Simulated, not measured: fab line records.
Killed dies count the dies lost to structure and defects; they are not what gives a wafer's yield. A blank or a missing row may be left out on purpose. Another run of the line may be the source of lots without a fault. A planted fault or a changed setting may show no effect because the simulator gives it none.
One fault through the eyes of 2 desks	flow gf180mcu	only its own numbers are on each desk; what lay behind them is given at the end

DESK OF THE TOOL OWNER: rie diel-01
The tool's own readings at GF_HV_LDD_ETCHBACK_58 (etches Si3N4 in CH3F/O2, stops on SiO2, time 100 s, target depth 90 nm): means of the sampled wafers that have a number, for each lot that ran on this tool. If a lot's mean is further than 4 standard deviations from the usual mean, the lot is out of limits and carries the mark OUT (the distance appears in the brackets).
Columns: A = drypump motor current A at GF_HV_LDD_ETCHBACK_58, usual 5.7 A; B = oes product au at GF_HV_LDD_ETCHBACK_58, usual 0.843 a.u.; C = run length s at GF_HV_LDD_ETCHBACK_58, usual 128.5 s; D = throttle valve pct at GF_HV_LDD_ETCHBACK_58, usual 10.560 %
lot	first seen here	A	B	C	D
L163	day 13 14:52	5.2	0.838	128.6	10.560
L165	day 14 14:25	6.0	0.843	128.5	10.565
L168	day 15 14:52	5.1	0.840	128.6	10.553
L169	day 15 22:16	6.0	0.850	129.1	10.558
L170	day 16 09:13	6.0	0.903 (+8.7) OUT	113.0 (-28) OUT	10.568
L174	day 18 00:16	5.7	0.886 (+6.2) OUT	113.4 (-27) OUT	10.564
L182	day 20 02:42	5.4	0.849	128.2	10.566
L181	day 20 06:40	5.9	0.848	128.4	10.555
This desk's finding: out of limits on L170, L174; first on L170, day 16 09:13 (oes product au at GF_HV_LDD_ETCHBACK_58). In limits: L163, L165, L168, L169, L182, L181.

THE METROLOGY DESK
Means of the sampled wafers that have a number, per lot and without regard to the tool the lot ran on: this is what the gauges read. If a lot's mean is further than 4 standard deviations from the usual mean, the lot is out of limits and carries the mark OUT (the distance appears in the brackets).
Columns: A = VT_IMPLANT_TW at GF_VT_IMPLANT_TW_MEAS_10, usual 568; B = cd nm at GF_CONTACT_CD_MEAS_14, usual 220.1 nm
lot	first seen here	A	B
L160	day 5 20:07	563	218.6
L161	day 6 02:17	560	219.7
L162	day 6 06:38	564	218.4
L163	day 6 15:32	560	219.7
L165	day 7 02:17	585	218.7
L166	day 7 11:38	584	220.6
L167	day 7 14:31	558	221.9
L168	day 7 22:05	557	218.9
L169	day 8 03:24	558	220.4
L170	day 8 09:11	561	218.8
L173	day 9 09:29	575	220.2
L174	day 9 20:49	577	220.6
L182	day 11 12:11	565	220.9
L181	day 11 14:04	566	220.9
Finding of this desk: none of the 14 lots has anything out of limits.

BROUGHT TOGETHER
On L170, L174, at day 16 09:13, an alarm was possible from the tool owner's desk.
From the metrology desk's view, nothing was out of limits.
The metrology desk has L170, L174 on record, within its limits.
On rie diel-01, each named lot ran GF_HV_LDD_ETCHBACK_58.

WHAT HAD BEEN PUT IN BY THE SIMULATOR
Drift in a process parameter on rie diel-01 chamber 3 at GF_HV_LDD_ETCHBACK_58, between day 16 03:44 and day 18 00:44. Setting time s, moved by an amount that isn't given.
Lots struck among those shown: L170, L174.
Time in hours from fault onset to the first out-of-limits reading at each desk: the tool owner's desk, 5.
